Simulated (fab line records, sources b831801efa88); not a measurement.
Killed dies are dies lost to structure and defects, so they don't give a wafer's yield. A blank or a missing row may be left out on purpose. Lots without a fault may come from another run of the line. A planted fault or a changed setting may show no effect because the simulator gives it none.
A struck lot beside a sound one | flow sky130 | 44 steps out of a route of 708
Sound: wafers L169.3, L169.5, L169.6. Struck: wafer L175.6. (L175.2, L175.4 of the same lot were not struck and are left out.) The cause comes at the end.
At each step with rows: each side's tool, then ch and its chambers, then its first start. Under that, the readings that differ: sound wafers | struck wafers | difference of the means | sigmas: that difference in standard deviations of wafers without a fault.
alike: readings whose means differ by less than 2 such deviations, and words and numbers that are the same on both sides. not compared: withheld readings, readings that some wafer has no value for, bounds like >300 that may hide the same value, and numbers for which the record gives no deviation and whose values overlap.
The two part at a step that has a row with sigmas, a row that says differs or no value, or rows on one side only. Numbers that don't overlap but have no deviation are shown without sigmas and don't part them. A reading that every wafer of one side lacks parts them only if that side has two wafers or more.

first, 4 steps without rows for these wafers: SKY_VIA3_CLEAN_18 (cleans in IPA, time 180 s); SKY_VIA3_CLEAN_19 (cleans in O3/DIW); SKY_VIA3_SPUTTER_20 (material TiN, target thk 20 nm, time 80 s); SKY_VIA3_CVD_21 (deposits W, target thk 390 nm, time 117.31 s).
SKY_VIA3_RS_MEAS_22: measures by four-point-probe.
  sound on film_metro-02, day 42 08:01; struck on film_metro-02, day 44 01:17
  alike: VIA3_W_RS
SKY_VIA3_THK_MEAS_23: measures by xrf.
  sound on film_metro-02, day 42 08:07; struck on film_metro-02, day 44 01:23
  alike: VIA3_W_THK
then, 1 step without rows for these wafers: SKY_VIA3_CMP_24 (polishes, stops on SiO2, t overpolish 20 s, target thk 0 nm).
SKY_METAL4_SPUTTER_00: material Ti, target thk 15 nm, time 10 s.
  sound on pvd_sputter-01, day 42 08:28; struck on pvd_sputter-02, day 44 01:44
  reading                | sound                | struck | difference | sigmas
  cathode_dc_power_W (W) | 3000.5 2999.5 3000.6 | 2999.0 | -1.2       | -2
  alike: throttle_valve_pct
then, 2 steps without rows for these wafers: SKY_METAL4_SPUTTER_01 (material TiN, target thk 20 nm, time 16.7 s); SKY_METAL4_SPUTTER_02 (material AlCu, target thk 735 nm, time 39.1 s).
SKY_METAL4_SPUTTER_03: material Ti, target thk 5 nm, time 3.3 s.
  sound on pvd_sputter-01, day 42 08:33; struck on pvd_sputter-02, day 44 01:50
  alike: cathode_dc_power_W, throttle_valve_pct
then, 1 step without rows for these wafers: SKY_METAL4_SPUTTER_04 (material TiN, target thk 70 nm, time 58.3 s).
SKY_CAP2M_CVD_00: deposits SiO2, target thk 15.5 nm.
  sound on pecvd-02 ch 0,1,2, day 42 08:37; struck on pecvd-01 ch 1, day 44 01:54
  reading                                | sound            | struck | difference | sigmas
  model.SiO2_of_CAP2M_CVD_00.thk_nm (nm) | 15.58 15.8 15.64 | 15     | -1         |
  alike: heater_power_outer_w, heater_power_w
SKY_CAP2M_THK_MEAS_01:
  sound on film_metro-03, day 42 08:40; struck on film_metro-03, day 44 01:56
  reading               | sound             | struck | difference | sigmas
  CAP2M_CVD_00_THK (nm) | 15.57 15.80 15.61 | 15.02  | -0.64      | -3
SKY_CAP2M_SPUTTER_02: material TiN, target thk 200 nm, time 166.7 s.
  sound on pvd_sputter-04, day 42 08:42; struck on pvd_sputter-04, day 44 01:59
  alike: cathode_dc_power_W, throttle_valve_pct
SKY_CAP2M_RS_MEAS_03: measures by four-point-probe.
  sound on film_metro-04, day 42 08:51; struck on film_metro-01, day 44 02:07
  alike: CAP2M_TIN_RS
SKY_CAP2M_THK_MEAS_04: measures by xrf.
  sound on film_metro-04, day 42 08:57; struck on film_metro-01, day 44 02:13
  alike: CAP2M_TIN_THK
then, 7 steps without rows for these wafers: SKY_CAP2M_DEHYDRATE_05 (time 60 s); SKY_CAP2M_HMDS_06 (prime time 60 s); SKY_CAP2M_COAT_07 (resist thk 1140 nm); SKY_CAP2M_SOFTBAKE_08 (time 60 s); SKY_CAP2M_EXPOSE_09 (exposes mask CAP2M, target cd 1000 nm); SKY_CAP2M_PEB_10; SKY_CAP2M_DEVELOP_11 (develop time 60 s).
SKY_CAP2M_OVL_MEAS_12:
  sound on overlay-02, day 43 07:19; struck on overlay-01, day 45 00:19
  alike: CAP2M_OVL
SKY_CAP2M_METAL_ETCH_13: etches TiN in Cl2/BCl3, stops on SiO2, target depth 220 nm, time 62.9 s.
  sound on rie_metal-03 ch 0,1, day 43 07:22; struck on rie_metal-04 ch 0, day 45 00:21
  reading                     | sound       | struck | difference | sigmas
  drypump_motor_current_A (A) | 6.8 5.7 6.8 | 5.6    | -0.8       | -2
  alike: oes_product_au, throttle_valve_pct
  not compared: rf_hours_counter_h
then, 12 steps without rows for these wafers: SKY_CAP2M_STRIP_14 (strips in O2/N2); SKY_CAP2M_STRIP_15 (strips in post etch residue remover, time 1200 s); SKY_CAP2M_CLEAN_16 (cleans in IPA, time 180 s); SKY_CAP2M_CLEAN_17 (cleans in O3/DIW); SKY_METAL4_DEHYDRATE_05 (time 60 s); SKY_METAL4_HMDS_06 (prime time 60 s); SKY_METAL4_COAT_07 (resist thk 60 nm); SKY_METAL4_COAT_08 (resist thk 1140 nm); SKY_METAL4_SOFTBAKE_09 (time 90 s); SKY_METAL4_EXPOSE_10 (exposes mask MM4, target cd 300 nm); SKY_METAL4_PEB_11; SKY_METAL4_DEVELOP_12 (develop time 60 s).
SKY_METAL4_CD_MEAS_13: target cd 300 nm.
  sound on cd_sem-02, day 44 05:47; struck on cd_sem-02, day 45 21:31
  alike: cd_nm
SKY_METAL4_OVL_MEAS_14:
  sound on overlay-01, day 44 05:53; struck on overlay-02, day 45 21:38
  alike: METAL4_OVL
then, 1 step without rows for these wafers: SKY_METAL4_DESCUM_15 (chemistry O2, time 8 s).
SKY_METAL4_ETCH_16: etches BARC in N2/H2, stops on SiO2, time 88.2 s, target depth 60 nm.
  sound on rie_metal-01 ch 1, day 44 06:02; struck on rie_metal-04 ch 0, day 45 21:41
  alike: drypump_motor_current_A, oes_product_au, throttle_valve_pct
  not compared: rf_hours_counter_h
SKY_METAL4_ETCH_17: etches SiO2 in C4F8/O2/Ar, stops on TiN, time 3.9 s, target depth 15 nm.
  sound on rie_diel-02 ch 1,2,3, day 44 06:10; struck on rie_diel-02 ch 2, day 45 21:47
  reading                  | sound             | struck | difference | sigmas
  oes_product_au (a.u.)    | 0.753 0.763 0.748 | 0.741  | -0.014     | -2
  model.etch.depth_nm (nm) | 15.58 15.8 15.64  | 15     | -1         |
  not compared: rf_hours_counter_h
-- the record jumps here: 4 days lie between the struck wafers' starts before and after (it left off in module METAL4 and takes up again in module PAD_OPEN, whose first step shown is number 708 of the route) --
SKY_PAD_OPEN_PROBE_99:
  sound on prober-02, day 47 23:34; struck on prober-02, day 49 10:49
  reading                               | sound               | struck | difference | sigmas
  sort_bin_6_memory (%)                 | 7.7 6.7 8.1         | 5.1    | -2.4       | -2
  model.etest.cap_mim2.bv_v (V)         | 13.99 14.39 13.74   | 13.34  | -0.70      |
  model.etest.cap_mim2.leak_log10_a_cm2 | -9.068 -8.99 -8.866 | -8.736 | +0.239     |
  model.etest.cap_mim2.c_ff_um2         | 2.318 2.296 2.317   | 2.434  | +0.124     |
  alike: defect_limited_yield, killed_at_M0_to_M3, killed_at_M4_up, killed_at_contacts, killed_at_front_end, killed_at_other, killed_dies, killed_open, killed_short, sort_bin_3_pad_short, sort_bin_5_function, sort_n_pass, sort_yield_pct

WHERE THEY PART
First at SKY_METAL4_SPUTTER_00; last, within this record, at SKY_PAD_OPEN_PROBE_99.

WHY: what the simulator had put in
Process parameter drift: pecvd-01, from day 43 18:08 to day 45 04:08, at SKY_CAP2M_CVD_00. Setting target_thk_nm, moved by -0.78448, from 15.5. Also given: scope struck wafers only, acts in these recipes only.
